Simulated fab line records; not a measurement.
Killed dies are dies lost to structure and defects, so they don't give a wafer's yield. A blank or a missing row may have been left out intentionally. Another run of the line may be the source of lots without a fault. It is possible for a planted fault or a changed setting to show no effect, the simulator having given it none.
Chamber matching || flow sky130 || SKY_VIA1_ETCH_14 on rieDiel-03 has 4 sister chambers
The step etches BARC in N2/H2, stops on SiO2, time 45.9 s, target depth 60 nm. 4 wafers are shown with their chamber, then 10 later ones without.

== WAFERS WITH THEIR CHAMBER ==
{"wafer": "L089.3", "chamber": 1, "oesProductAu (a.u.)": 0.852}
{"wafer": "L089.5", "chamber": 0, "oesProductAu (a.u.)": 0.844}
{"wafer": "L090.2", "chamber": 3, "oesProductAu (a.u.)": 0.853}
{"wafer": "L090.3", "chamber": 2, "oesProductAu (a.u.)": 0.857}

== WAFERS WHOSE CHAMBER IS MISSING ==
{"wafer": "L090.5", "oesProductAu (a.u.)": 0.848}
{"wafer": "L092.3", "oesProductAu (a.u.)": 0.861}
{"wafer": "L092.4", "oesProductAu (a.u.)": 0.861}
{"wafer": "L092.5", "oesProductAu (a.u.)": 0.861}
{"wafer": "L095.1", "oesProductAu (a.u.)": 0.847}
{"wafer": "L095.2", "oesProductAu (a.u.)": 0.851}
{"wafer": "L095.5", "oesProductAu (a.u.)": 0.846}
{"wafer": "L096.2", "oesProductAu (a.u.)": 0.854}
{"wafer": "L096.3", "oesProductAu (a.u.)": 0.860}
{"wafer": "L096.5", "oesProductAu (a.u.)": 0.856}

== WHICH CHAMBER EACH WENT THROUGH ==
{"wafer": "L090.5", "from the rows above": "can't be placed: 0 or 1 or 3 or 2", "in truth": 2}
{"wafer": "L092.3", "from the rows above": "can't be placed: 2 or 3 or 1", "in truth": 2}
{"wafer": "L092.4", "from the rows above": "can't be placed: 2 or 3 or 1", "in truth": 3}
{"wafer": "L092.5", "from the rows above": "can't be placed: 2 or 3 or 1", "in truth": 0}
{"wafer": "L095.1", "from the rows above": "can't be placed: 0 or 1 or 3", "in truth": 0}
{"wafer": "L095.2", "from the rows above": "can't be placed: 1 or 3 or 2", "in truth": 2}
{"wafer": "L095.5", "from the rows above": "can't be placed: 0 or 1 or 3", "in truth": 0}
{"wafer": "L096.2", "from the rows above": "can't be placed: 3 or 1 or 2", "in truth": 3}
{"wafer": "L096.3", "from the rows above": "can't be placed: 2 or 3 or 1", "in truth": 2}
{"wafer": "L096.5", "from the rows above": "can't be placed: 2 or 3 or 1", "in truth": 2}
0 of 10 placed correctly. Not placeable from these rows: 10 (in 9, the candidates include the true chamber). Wrongly placed: 0.
How it was worked out, from the rows above alone: a wafer's distance from a chamber is the root of the sum, over the readings, of the square of ((its reading less the chamber's mean) divided by the reading's scatter). The wafer belongs to the nearest chamber; if the next one is less than 2 further off, it can't be placed. For every chamber, the mean is computed from those of its wafers that are shown. The scatter: root of mean squared gap, hidden wafer to nearest shown wafer, with one shown wafer a chamber.
